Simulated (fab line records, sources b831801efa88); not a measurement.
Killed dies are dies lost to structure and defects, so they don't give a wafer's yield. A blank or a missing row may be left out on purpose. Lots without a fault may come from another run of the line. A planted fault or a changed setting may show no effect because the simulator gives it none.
fab line records | flow sky130
record lots=13 wafers=38 last_day=50
route steps=708 shown LDD_N@244 CONTACT@432 VIA1@473 METAL2@483
lots that met no fault: from a run of the same line without faults
start_h: hours from the record's first day to the start of the lot's first wafer shown | wait_h: hours since the lot's step before | " the same as in the row above | L1.1+2: a row that stands for several wafers | - no value, or no start given | * or withheld: withheld | < > ~ a bound
route shown NAME@n: a module of which the file shows steps, and the number in the route of the first | usual: mean/standard deviation of fault-free wafers | same: alike in all rows | chamber/n: place in a boat | sites: the reading at each site | _std_site: their standard deviation | _edge_site: outer sites' mean less inner sites' | radius_mm: how far each site lies from the wafer's centre | mask NAME#n: copy n | behind: the tool/chamber that last shaped the wafer | hold: why the lot was held/for how many hours/how that ended | device: the transistor (n, p or np) that didn't switch | end of line: the same wafers' tests at the end of the route | a step without rows: its recipe alone | killed: dies lost to structure and defects at the first sort, not the wafer's yield | map: a wafer's dies, x killed, . not, _ none there
set.NAME: the setting as run; set.NAME@STEP: as run at that earlier step | model.NAME: the simulator's own value behind a step, which no gauge read
steps of the route over a sample of lots; a table a step, a row a wafer
services: from which hour (start_h, from the record's first day; less than 0 if before it) a tool's chamber was out of use, for how many hours, and why
## steps
# step SKY_LDD_N_OVL_MEAS_07
# usual LDD_N_OVL=-0.4/1.6
# columns lot.wafer tool chamber start_h wait_h LDD_N_OVL[nm]
L349.3 overlay-02 - 401.36 0.1 2.0
L349.4 " - " " 0.2
L349.6 " - " " 0.8
L350.1 overlay-01 - 408.73 0.1 1.6
L350.4 " - " " -1.5
L350.5 " - " " -0.9
L351.1 overlay-02 - 413.73 0.1 -1.1
L351.3 " - " " -1.5
L351.5 " - " " -0.8
L352.1 overlay-02 - 428.00 0.1 -4.3
L352.2 " - " " -1.4
L352.5 " - " " -4.1
L353.1 overlay-02 - 435.95 0.1 -2.1
L353.3 " - " " 0.3
L353.5 " - " " -2.1
L354.1 overlay-02 - 446.70 0.1 -0.2
L354.3 " - " " -1.2
L354.4 " - " " -0.3
L355.2 overlay-01 - 455.36 0.1 0.1
L355.3 " - " " 0.5
L355.4 " - " " -2.3
L356.2 overlay-01 - 464.61 0.1 -1.5
L356.3 " - " " -0.8
L356.6 " - " " -1.0
L358.1 overlay-01 - 480.20 0.1 -4.5
L358.4 " - " " -3.5
L358.6 " - " " -2.3
L359.2 overlay-01 - 488.70 0.1 0.7
L359.3 " - " " -0.2
L359.5 " - " " 0.3
L362.1 overlay-02 - 517.85 0.1 -1.8
L362.3 " - " " -2.0
L362.5 " - " " -1.0
L369.3 overlay-01 - 572.86 0.1 1.1
L369.6 " - " " 2.5
L371.2 overlay-02 - 589.71 0.1 0.7
L371.4 " - " " -0.7
L371.5 " - " " -1.1
# step SKY_LDD_N_TW_MEAS_17
# usual LDD_N_TW=2591/28
# columns lot.wafer tool chamber start_h wait_h LDD_N_TW
L349.3 film_metro-02 - 402.70 0.1 2540
L349.4 " - " " 2547
L349.6 " - " " 2541
L350.1 film_metro-02 - 410.07 0.1 2561
L350.4 " - " " 2576
L350.5 " - " " 2566
L351.1 film_metro-02 - 415.07 0.1 2574
L351.3 " - " " 2577
L351.5 " - " " 2578
L352.1 film_metro-02 - 429.34 0.1 2565
L352.2 " - " " 2574
L352.5 " - " " 2570
L353.1 film_metro-01 - 437.28 0.1 2627
L353.3 " - " " 2622
L353.5 " - " " 2633
L354.1 film_metro-01 - 448.04 0.1 2633
L354.3 " - " " 2628
L354.4 " - " " 2622
L355.2 film_metro-02 - 456.70 0.1 2560
L355.3 " - " " 2568
L355.4 " - " " 2559
L356.2 film_metro-04 - 465.95 0.1 2606
L356.3 " - " " 2628
L356.6 " - " " 2613
L358.1 film_metro-04 - 481.54 0.1 2617
L358.4 " - " " 2615
L358.6 " - " " 2611
L359.2 film_metro-04 - 490.04 0.1 2606
L359.3 " - " " 2608
L359.5 " - " " 2619
L362.1 film_metro-04 - 519.18 0.1 2607
L362.3 " - " " 2603
L362.5 " - " " 2612
L369.3 film_metro-04 - 574.21 0.1 2589
L369.6 " - " " 2597
L371.2 film_metro-02 - 591.05 0.1 2556
L371.4 " - " " 2551
L371.5 " - " " 2567
# step SKY_CONTACT_THK_MEAS_26
# recipe thk_meas_gauge=xrf reads=W_of_CONTACT_CVD_24
# usual CONTACT_W_THK=339/7
# columns lot.wafer tool chamber start_h wait_h CONTACT_W_THK[nm]
L349.3 film_metro-04 - 735.58 0.1 333
L349.4 " - " " 341
L349.6 " - " " 341
L350.1 film_metro-04 - 739.51 0.1 351
L350.4 " - " " 353
L350.5 " - " " 361
L351.1 film_metro-02 - 746.72 0.1 336
L351.3 " - " " 338
L351.5 " - " " 333
L352.1 film_metro-01 - 756.69 0.1 351
L352.2 " - " " 334
L352.5 " - " " 352
L353.1 film_metro-04 - 766.43 0.1 340
L353.3 " - " " 342
L353.5 " - " " 344
L354.1 film_metro-04 - 776.75 0.1 343
L354.3 " - " " 346
L354.4 " - " " 344
L355.2 film_metro-02 - 782.38 0.1 336
L355.3 " - " " 340
L355.4 " - " " 336
L356.2 film_metro-02 - 793.24 0.1 332
L356.3 " - " " 338
L356.6 " - " " 335
L358.1 film_metro-01 - 803.43 0.1 333
L358.4 " - " " 333
L358.6 " - " " 334
L359.2 film_metro-02 - 811.12 0.1 336
L359.3 " - " " 338
L359.5 " - " " 340
L362.1 film_metro-04 - 837.75 0.1 348
L362.3 " - " " 343
L362.5 " - " " 342
L369.3 film_metro-02 - 882.78 0.1 340
L369.6 " - " " 341
L371.2 film_metro-04 - 899.47 0.1 343
L371.4 " - " " 336
L371.5 " - " " 348
# step SKY_VIA1_ETCH_15
# recipe target=SiO2 chemistry=C4F8/O2/Ar target_depth_nm=351 stop_on=TiN mask_material=KrF-thick source_w=1500 bias_w=1200 pressure_mtorr=40 c4f8_flow_sccm=withheld O2_flow_sccm=6 Ar_flow_sccm=300 time_s=54
# usual oes_product_au=0.982/0.006
# same time_s=54
# columns lot.wafer tool chamber start_h wait_h oes_product_au rf_hours_counter_h
L349.3 rie_diel-04 0 791.69 0.0 0.979 13
L349.4 " 3 " " 0.983 6
L349.6 " 1 " " 0.988 -
L350.1 rie_diel-04 2 795.04 0.0 0.984 16
L350.4 " 0 " " 0.983 13
L350.5 " 0 " " 0.988 -
L351.1 rie_diel-02 1 802.69 0.0 0.983 3
L351.3 " 2 " " 0.992 1
L351.5 " 0 " " 0.980 -
L352.1 rie_diel-02 3 813.08 0.0 0.983 1
L352.2 " 2 " " 0.967 2
L352.5 " 2 " " 0.976 -
L353.1 rie_diel-02 0 821.33 0.0 0.972 4
L353.3 " 2 " " 0.984 2
L353.5 " 0 " " 0.981 -
L354.1 rie_diel-04 1 832.25 0.0 0.980 16
L354.3 " 2 " " 0.992 18
L354.4 " 3 " " 0.988 7
L355.2 rie_diel-02 2 836.80 0.0 0.983 2
L355.3 " 1 " " 0.986 4
L355.4 " 0 " " 0.981 4
L356.2 rie_diel-03 0 847.38 0.0 0.964 19
L356.3 " 2 " " 0.975 21
L356.6 " 1 " " 0.981 -
L358.1 rie_diel-03 2 857.55 0.0 0.980 21
L358.4 " 3 " " 0.981 2
L358.6 " 2 " " 0.983 -
L359.2 rie_diel-02 1 865.09 0.0 0.981 4
L359.3 " 2 " " 0.982 3
L359.5 " 3 " " 0.991 -
L362.1 rie_diel-02 2 890.98 0.0 0.973 4
L362.3 " 3 " " 0.988 3
L362.5 " 1 " " 0.976 -
L369.3 rie_diel-02 0 935.70 0.0 0.807 7
L369.6 " 1 " " 0.983 -
L371.2 rie_diel-04 1 950.50 0.0 0.986 20
L371.4 " 0 " " 0.987 18
L371.5 " 3 " " 0.994 -
# step SKY_VIA1_STRIP_16
# recipe chemistry=O2/N2 power_w=1400 pressure_mtorr=1500 platen_temp_c=withheld o2_flow_sccm=3000 n2_flow_sccm=300 overash_fraction=0.5
# usual drypump_motor_current_A=5.7/0.4 oes_product_au=0.415/0.0046 strip_time_to_endpoint_s=4.442/0.024
# columns lot.wafer tool chamber start_h wait_h drypump_motor_current_A oes_product_au rf_hours_counter_h strip_time_to_endpoint_s
L349.3 plasma_asher-01 0 791.77 0.1 5.3 0.412 - 4.413
L349.4 " 1 " " 6.2 0.410 - 4.415
L349.6 " 1 " " 6.2 0.424 - 4.379
L350.1 plasma_asher-03 0 795.08 0.0 5.7 0.419 99 4.487
L350.4 " 0 " " 5.7 0.410 - 4.425
L350.5 " 1 " " 5.6 0.416 - 4.420
L351.1 plasma_asher-02 1 802.73 0.0 5.1 0.410 6 4.430
L351.3 " 0 " " 6.3 0.413 - 4.446
L351.5 " 0 " " 6.3 0.414 - 4.456
L352.1 plasma_asher-01 1 813.13 0.0 6.2 0.408 69 4.453
L352.2 " 0 " " 5.3 0.420 69 4.476
L352.5 " 0 " " 5.3 0.420 - 4.491
L353.1 plasma_asher-01 0 821.38 0.0 5.3 0.418 71 4.472
L353.3 " 0 " " 5.3 0.417 - 4.464
L353.5 " 0 " " 5.3 0.421 - 4.444
L354.1 plasma_asher-01 0 832.30 0.0 5.3 0.412 72 4.389
L354.3 " 1 " " 6.2 0.408 - 4.424
L354.4 " 0 " " 5.3 0.414 - 4.418
L355.2 plasma_asher-01 1 836.85 0.0 6.1 0.416 72 4.432
L355.3 " 1 " " 6.1 0.420 - 4.453
L355.4 " 0 " " 5.3 0.412 - 4.447
L356.2 plasma_asher-03 0 847.43 0.0 5.7 0.415 103 4.505
L356.3 " 1 " " 5.6 0.417 - 4.446
L356.6 " 0 " " 5.7 0.414 - 4.442
L358.1 plasma_asher-03 1 857.60 0.0 5.6 0.414 104 4.452
L358.4 " 1 " " 5.6 0.413 - 4.426
L358.6 " 0 " " 5.7 0.418 - 4.436
L359.2 plasma_asher-01 0 865.13 0.0 5.3 0.419 75 4.456
L359.3 " 0 " " 5.3 0.416 - 4.454
L359.5 " 1 " " 6.2 0.410 - 4.419
L362.1 plasma_asher-01 1 891.03 0.0 6.1 0.406 78 4.446
L362.3 " 0 " " 5.3 0.415 - 4.430
L362.5 " 1 " " 6.2 0.412 - 4.464
L369.3 plasma_asher-03 0 935.78 0.1 5.7 0.416 - 4.679
L369.6 " 0 " " 5.7 0.407 - 4.430
L371.2 plasma_asher-02 0 950.55 0.0 6.3 0.409 21 4.398
L371.4 " 1 " " 5.1 0.420 - 4.443
L371.5 " 0 " " 6.3 0.418 - 4.412
# step SKY_METAL2_SPUTTER_00
# recipe material=Ti target_thk_nm=15 power_w=3000 time_s=10 chamber_pressure_pa=0.4
# usual chamber_pressure_pa=0.4000/0.00081 throttle_valve_pct=30.3/0.85
# same time_s=10
# columns lot.wafer tool chamber start_h wait_h chamber_pressure_pa throttle_valve_pct
L349.3 pvd_sputter-01 - 792.96 0.2 0.4004 30.6
L349.4 " - " " 0.3998 29.9
L349.6 " - " " 0.4003 31.6
L350.1 pvd_sputter-03 - 796.31 0.2 0.3994 30.8
L350.4 " - " " 0.3992 29.7
L350.5 " - " " 0.3992 29.1
L351.1 pvd_sputter-03 - 804.00 0.1 0.3988 30.5
L351.3 " - " " 0.4010 30.9
L351.5 " - " " 0.3999 29.2
L352.1 pvd_sputter-04 - 814.36 0.2 0.4010 30.4
L352.2 " - " " 0.4003 28.6
L352.5 " - " " 0.4007 28.6
L353.1 pvd_sputter-01 - 822.66 0.1 0.3988 29.7
L353.3 " - " " 0.4011 31.8
L353.5 " - " " 0.4007 31.3
L354.1 pvd_sputter-01 - 833.53 0.2 0.3995 31.7
L354.3 " - " " 0.3996 30.1
L354.4 " - " " 0.4005 30.8
L355.2 pvd_sputter-04 - 838.11 0.2 0.3995 30.1
L355.3 " - " " 0.3998 28.7
L355.4 " - " " 0.4007 30.0
L356.2 pvd_sputter-03 - 848.66 0.2 0.4001 29.1
L356.3 " - " " 0.4003 30.0
L356.6 " - " " 0.4000 28.9
L358.1 pvd_sputter-01 - 858.82 0.2 0.4027 29.9
L358.4 " - " " 0.4005 30.5
L358.6 " - " " 0.4005 30.2
L359.2 pvd_sputter-03 - 866.45 0.1 0.3997 29.2
L359.3 " - " " 0.3991 29.8
L359.5 " - " " 0.3995 29.8
L362.1 pvd_sputter-01 - 892.41 0.1 0.3985 30.1
L362.3 " - " " 0.4005 30.9
L362.5 " - " " 0.3999 30.9
L369.6 pvd_sputter-04 - 937.42 0.0 0.4009 29.8
L371.2 pvd_sputter-03 - 951.77 0.1 0.3997 30.2
L371.4 " - " " 0.4007 29.6
L371.5 " - " " 0.4004 29.8
# step SKY_METAL2_SPUTTER_01
# recipe material=TiN target_thk_nm=20 power_w=6500 time_s=16.7 chamber_pressure_pa=0.4
# usual chamber_pressure_pa=0.4000/0.00075 throttle_valve_pct=30.3/0.86
# same time_s=16.7
# columns lot.wafer tool chamber start_h wait_h chamber_pressure_pa throttle_valve_pct
L349.3 pvd_sputter-01 - 792.98 0.0 0.4003 30.6
L349.4 " - " " 0.4007 30.3
L349.6 " - " " 0.4001 31.5
L350.1 pvd_sputter-03 - 796.33 0.0 0.3981 31.3
L350.4 " - " " 0.4007 29.8
L350.5 " - " " 0.4000 29.1
L351.1 pvd_sputter-03 - 804.02 0.0 0.4001 30.4
L351.3 " - " " 0.4005 30.6
L351.5 " - " " 0.4008 29.2
L352.1 pvd_sputter-04 - 814.38 0.0 0.4016 30.4
L352.2 " - " " 0.4009 28.5
L352.5 " - " " 0.3989 28.7
L353.1 pvd_sputter-01 - 822.69 0.0 0.3995 30.0
L353.3 " - " " 0.3997 31.5
L353.5 " - " " 0.3999 31.7
L354.1 pvd_sputter-01 - 833.55 0.0 0.3996 31.5
L354.3 " - " " 0.4002 29.9
L354.4 " - " " 0.3997 31.0
L355.2 pvd_sputter-04 - 838.13 0.0 0.4007 30.3
L355.3 " - " " 0.3995 28.8
L355.4 " - " " 0.3992 29.9
L356.2 pvd_sputter-03 - 848.68 0.0 0.4021 29.2
L356.3 " - " " 0.3991 29.6
L356.6 " - " " 0.4000 29.3
L358.1 pvd_sputter-01 - 858.84 0.0 0.3992 30.2
L358.4 " - " " 0.4005 30.7
L358.6 " - " " 0.3992 30.0
L359.2 pvd_sputter-03 - 866.47 0.0 0.3986 29.3
L359.3 " - " " 0.4000 29.7
L359.5 " - " " 0.3988 30.1
L362.1 pvd_sputter-01 - 892.44 0.0 0.4001 29.9
L362.3 " - " " 0.3992 30.6
L362.5 " - " " 0.3986 30.6
L369.6 pvd_sputter-04 - 937.45 0.0 0.4006 29.9
L371.2 pvd_sputter-03 - 951.79 0.0 0.4005 30.5
L371.4 " - " " 0.4009 29.9
L371.5 " - " " 0.4007 29.6
## services
# columns tool chamber start_h hours kind
rie_diel-04 2 775.56 3.5 repair
rie_diel-03 3 780.92 - clean
rie_diel-03 3 780.92 16.8 scheduled_down
rie_diel-03 3 780.92 16.8 vent_cycle
rie_diel-02 2 787.87 7.6 repair
rie_diel-03 1 788.88 2.7 repair
plasma_asher-03 - 803.68 15.6 repair
rie_diel-02 0 811.91 2.8 repair
rie_diel-04 2 812.05 1.5 repair
pvd_sputter-01 - 863.33 0.8 repair
rie_diel-03 2 880.46 2.4 repair
plasma_asher-03 - 890.27 4.5 repair
plasma_asher-03 - 903.29 0.5 repair
plasma_asher-02 - 908.50 3.0 repair
rie_diel-02 - 911.60 2.8 pm
rie_diel-03 - 923.75 27.5 repair
plasma_asher-03 - 925.76 0.8 repair
plasma_asher-01 - 939.41 0.7 repair
rie_diel-04 0 942.80 4.1 repair
## key
first_sign step=SKY_VIA1_ETCH_15 reading=oes_product_au direction=down sigmas=29 usual=0.982 struck=0.807
effect step=SKY_VIA1_STRIP_16 reading=strip_time_to_endpoint_s direction=up sigmas=9.7 usual=* struck=*
effect step=SKY_METAL2_SPUTTER_00 reading=visit direction=missing
effect step=SKY_METAL2_SPUTTER_01 reading=visit direction=missing
met_at SKY_VIA1_ETCH_15
struck_lots L369
struck_wafers L369.3
later_rows_left_out L369.3
sort_left_out L369.3
not_acting_at SKY_LDD_N_OVL_MEAS_07,SKY_LDD_N_TW_MEAS_17,SKY_CONTACT_THK_MEAS_26
onset_between 890.98 935.70
fault kind=process_parameter_drift tool=rie_diel-02 chamber=- onset_h=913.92 steps=SKY_VIA1_ETCH_15 channel=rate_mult offset=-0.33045 shape=step end_h=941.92 scope=struck_wafers_only
# sort_left_out: the simulated sort isn't trusted on such a fault, so these wafers' sort isn't shown, and their yield isn't known
# later_rows_left_out: the simulator's readings of these wafers behind a module that went badly wrong aren't trusted and aren't shown, but for the sort
